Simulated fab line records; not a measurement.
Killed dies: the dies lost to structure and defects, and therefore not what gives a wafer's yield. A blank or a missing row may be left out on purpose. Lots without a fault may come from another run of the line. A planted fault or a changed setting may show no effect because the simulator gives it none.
What tool caused it? / flow gf180mcu / 13 lots with 39 wafers sampled at 5 steps, on a route of 602 steps

## WHAT THE GAUGES SHOWED, per wafer
GF_PSD_RS_MEAS_14: measures by four-point-probe.
lot=L954; measured=day 15 03:17; on=film_metro-04; NSD_RS (ohm/sq)=45.72 45.83 45.78
lot=L955; measured=day 15 13:24; on=film_metro-01; NSD_RS (ohm/sq)=45.89 45.83 45.75
lot=L957; measured=day 16 06:43; on=film_metro-01; NSD_RS (ohm/sq)=45.77 45.75 45.80
lot=L958; measured=day 16 10:41; on=film_metro-02; NSD_RS (ohm/sq)=45.64 45.70 45.68
lot=L959; measured=day 16 19:31; on=film_metro-01; NSD_RS (ohm/sq)=45.72 45.88 45.76
lot=L962; measured=day 17 19:55; on=film_metro-02; NSD_RS (ohm/sq)=45.66 45.80 45.72
lot=L964; measured=day 18 14:46; on=film_metro-04; NSD_RS (ohm/sq)=45.62 45.85 45.71
lot=L965; measured=day 18 20:58; on=film_metro-04; NSD_RS (ohm/sq)=45.77 45.78 45.71
lot=L970; measured=day 20 13:58; on=film_metro-01; NSD_RS (ohm/sq)=47.14 47.18 47.16
lot=L971; measured=day 21 06:30; on=film_metro-01; NSD_RS (ohm/sq)=47.07 47.16 47.15
lot=L972; measured=day 21 09:29; on=film_metro-04; NSD_RS (ohm/sq)=47.04 47.04 47.01
lot=L973; measured=day 21 15:55; on=film_metro-02; NSD_RS (ohm/sq)=45.62 45.72 45.73
lot=L974; measured=day 22 02:46; on=film_metro-01; NSD_RS (ohm/sq)=45.93 45.81 45.87

GF_PSD_RS_MEAS_15: measures by four-point-probe.
lot=L954; measured=day 15 03:24; on=film_metro-04; PSD_RS (ohm/sq)=108.04 108.41 108.28
lot=L955; measured=day 15 13:31; on=film_metro-01; PSD_RS (ohm/sq)=108.86 108.60 108.89
lot=L957; measured=day 16 06:50; on=film_metro-01; PSD_RS (ohm/sq)=108.67 108.52 108.64
lot=L958; measured=day 16 10:49; on=film_metro-02; PSD_RS (ohm/sq)=108.06 108.00 108.12
lot=L959; measured=day 16 19:38; on=film_metro-01; PSD_RS (ohm/sq)=108.59 108.69 108.77
lot=L962; measured=day 17 20:02; on=film_metro-02; PSD_RS (ohm/sq)=108.16 108.54 108.43
lot=L964; measured=day 18 14:53; on=film_metro-04; PSD_RS (ohm/sq)=108.34 108.90 108.62
lot=L965; measured=day 18 21:05; on=film_metro-04; PSD_RS (ohm/sq)=108.27 108.64 108.31
lot=L970; measured=day 20 14:05; on=film_metro-01; PSD_RS (ohm/sq)=115.05 115.32 115.39
lot=L971; measured=day 21 06:37; on=film_metro-01; PSD_RS (ohm/sq)=115.20 115.11 115.64
lot=L972; measured=day 21 09:36; on=film_metro-04; PSD_RS (ohm/sq)=115.31 115.15 114.99
lot=L973; measured=day 21 16:02; on=film_metro-02; PSD_RS (ohm/sq)=108.49 108.34 108.05
lot=L974; measured=day 22 02:53; on=film_metro-01; PSD_RS (ohm/sq)=108.85 108.51 108.94

GF_SAB_CD_MEAS_09 targets a cd of 420 nm.
lot=L954; measured=day 16 01:12; on=cd_sem-02; cd_nm (nm)=422.9 423.6 423.3
lot=L955; measured=day 16 11:31; on=cd_sem-02; cd_nm (nm)=424.5 422.8 422.1
lot=L957; measured=day 17 04:25; on=cd_sem-01; cd_nm (nm)=417.4 418.0 417.6
lot=L958; measured=day 17 08:44; on=cd_sem-02; cd_nm (nm)=420.4 418.8 417.8
lot=L959; measured=day 17 18:04; on=cd_sem-02; cd_nm (nm)=420.6 420.5 417.1
lot=L962; measured=day 18 20:01; on=cd_sem-02; cd_nm (nm)=415.3 417.3 417.9
lot=L964; measured=day 19 15:04; on=cd_sem-01; cd_nm (nm)=418.4 417.0 419.5
lot=L965; measured=day 19 21:25; on=cd_sem-02; cd_nm (nm)=422.9 422.8 421.2
lot=L970; measured=day 21 14:19; on=cd_sem-01; cd_nm (nm)=421.4 420.3 423.0
lot=L971; measured=day 22 06:15; on=cd_sem-02; cd_nm (nm)=423.2 419.8 422.7
lot=L972; measured=day 22 08:53; on=cd_sem-01; cd_nm (nm)=419.4 422.2 422.3
lot=L973; measured=day 22 15:42; on=cd_sem-02; cd_nm (nm)=421.2 420.1 421.8
lot=L974; measured=day 23 01:58; on=cd_sem-02; cd_nm (nm)=421.1 420.7 422.0

GF_SAB_OVL_MEAS_10.
lot=L954; measured=day 16 01:19; on=overlay-02; SAB_OVL (nm)=-0.8 -2.5 -1.5
lot=L955; measured=day 16 11:37; on=overlay-02; SAB_OVL (nm)=-1.7 -0.5 -0.7
lot=L957; measured=day 17 04:34; on=overlay-02; SAB_OVL (nm)=-0.9 -1.8 -2.3
lot=L958; measured=day 17 08:53; on=overlay-02; SAB_OVL (nm)=-2.4 0.7 -0.6
lot=L959; measured=day 17 18:11; on=overlay-02; SAB_OVL (nm)=-1.1 1.4 0.2
lot=L962; measured=day 18 20:08; on=overlay-01; SAB_OVL (nm)=0.6 0.0 -0.5
lot=L964; measured=day 19 15:11; on=overlay-01; SAB_OVL (nm)=-3.3 -1.4 -1.8
lot=L965; measured=day 19 21:32; on=overlay-01; SAB_OVL (nm)=-1.3 -1.6 -1.3
lot=L970; measured=day 21 14:26; on=overlay-02; SAB_OVL (nm)=-0.7 -1.1 0.0
lot=L971; measured=day 22 06:20; on=overlay-02; SAB_OVL (nm)=-2.3 -1.7 -3.1
lot=L972; measured=day 22 08:59; on=overlay-02; SAB_OVL (nm)=-1.7 -3.5 -1.8
lot=L973; measured=day 22 15:47; on=overlay-02; SAB_OVL (nm)=-2.8 -3.7 -3.8
lot=L974; measured=day 23 02:05; on=overlay-02; SAB_OVL (nm)=0.1 -0.8 -0.8

## TOOL THAT RAN EACH LOT (tool first, then ch and the chambers of the sampled wafers, then the start)
lot=L954; GF_PSD_RTA_13=rtp_anneal-02 ch 0, day 15 03:11
lot=L955; GF_PSD_RTA_13=rtp_anneal-02 ch 0, day 15 13:19
lot=L957; GF_PSD_RTA_13=rtp_anneal-02 ch 0, day 16 06:38
lot=L958; GF_PSD_RTA_13=rtp_anneal-01 ch 0, day 16 10:36
lot=L959; GF_PSD_RTA_13=rtp_anneal-01 ch 0, day 16 19:26
lot=L962; GF_PSD_RTA_13=rtp_anneal-01 ch 0, day 17 19:50
lot=L964; GF_PSD_RTA_13=rtp_anneal-02 ch 0, day 18 14:41
lot=L965; GF_PSD_RTA_13=rtp_anneal-02 ch 0, day 18 20:53
lot=L970; GF_PSD_RTA_13=rtp_anneal-02 ch 0, day 20 13:53
lot=L971; GF_PSD_RTA_13=rtp_anneal-02 ch 0, day 21 06:25
lot=L972; GF_PSD_RTA_13=rtp_anneal-02 ch 0, day 21 09:23
lot=L973; GF_PSD_RTA_13=rtp_anneal-01 ch 0, day 21 15:49
lot=L974; GF_PSD_RTA_13=rtp_anneal-01 ch 0, day 22 02:41
- GF_PSD_RTA_13: time 20 s.

## AS READ BY THE TOOLS THEMSELVES (means over the sampled wafers that have a number; for cases with no such wafer, the mark the record gives instead)
GF_PSD_RTA_13.
lot=L954; tool=rtp_anneal-02; lamp_power_pct (%)=32.5; wafer_temp_C_max=1030.4
lot=L955; tool=rtp_anneal-02; lamp_power_pct (%)=32.5; wafer_temp_C_max=1030.9
lot=L957; tool=rtp_anneal-02; lamp_power_pct (%)=32.5; wafer_temp_C_max=1031.8
lot=L958; tool=rtp_anneal-01; lamp_power_pct (%)=29.6; wafer_temp_C_max=1031.4
lot=L959; tool=rtp_anneal-01; lamp_power_pct (%)=29.6; wafer_temp_C_max=1031.1
lot=L962; tool=rtp_anneal-01; lamp_power_pct (%)=29.7; wafer_temp_C_max=1030.7
lot=L964; tool=rtp_anneal-02; lamp_power_pct (%)=32.5; wafer_temp_C_max=1030.4
lot=L965; tool=rtp_anneal-02; lamp_power_pct (%)=32.5; wafer_temp_C_max=1030.1
lot=L970; tool=rtp_anneal-02; lamp_power_pct (%)=31.6; wafer_temp_C_max=1020.4
lot=L971; tool=rtp_anneal-02; lamp_power_pct (%)=31.6; wafer_temp_C_max=1020.5
lot=L972; tool=rtp_anneal-02; lamp_power_pct (%)=31.7; wafer_temp_C_max=1020.4
lot=L973; tool=rtp_anneal-01; lamp_power_pct (%)=29.6; wafer_temp_C_max=1033.1
lot=L974; tool=rtp_anneal-01; lamp_power_pct (%)=29.6; wafer_temp_C_max=1031.6

## THE ANSWER, worked out from the rows above alone
Rule: what is usual is taken from the lots themselves. Put in order of their means at a reading, lots are off if they are a third of the lots or fewer, leave a main group of 4 or more, and stand apart from it by a gap of 3 or more times the standard deviation of the main group's means; of several such gaps the widest counts. Not used: any main group whose means are identical at the precision the tables above print for the reading. A lot without any number at a reading at which 4 lots or more have one is off too. All remaining lots with rows at the step are treated as sound. Order of review: gauges by route order, followed by the tools' own readings, for which a lot's mean as printed above is used. At the first step where some lot is off, the reading lying furthest off is the one used; lots without a number count as furthest.
Off: at GF_PSD_RS_MEAS_14 (NSD_RS), L970, L971, L972. The main group: mean 45.76 ohm/sq, standard deviation 0.057.
A tool fits if, at a process step before that reading, it ran every lot that is off, and no sound lot after the first of them. Not tried: the gauges at GF_PSD_RS_MEAS_14; whatever is off there is also off at GF_PSD_RTA_13, on other tools, and gauge error can't account for it. One fits: GF_PSD_RTA_13 on rtp_anneal-02. Its last sound lot is L965 (day 18 20:53), its first lot that is off L970 (day 20 13:53): a fault that began between those two fits.
The tool's own readings at GF_PSD_RTA_13 bear it out: on the lots that are off they differ by more than 5 times the standard deviation of the sound lots' means. wafer_temp_C_max reads 1020.4 there against 1031.2 on the sound lots.

## WHAT HAD BEEN PUT IN BY THE SIMULATOR
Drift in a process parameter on rtp_anneal-02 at GF_PSD_RTA_13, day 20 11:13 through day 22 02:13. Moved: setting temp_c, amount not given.
Shown lots that were struck: L970, L971, L972. The rule above reached the same finding.
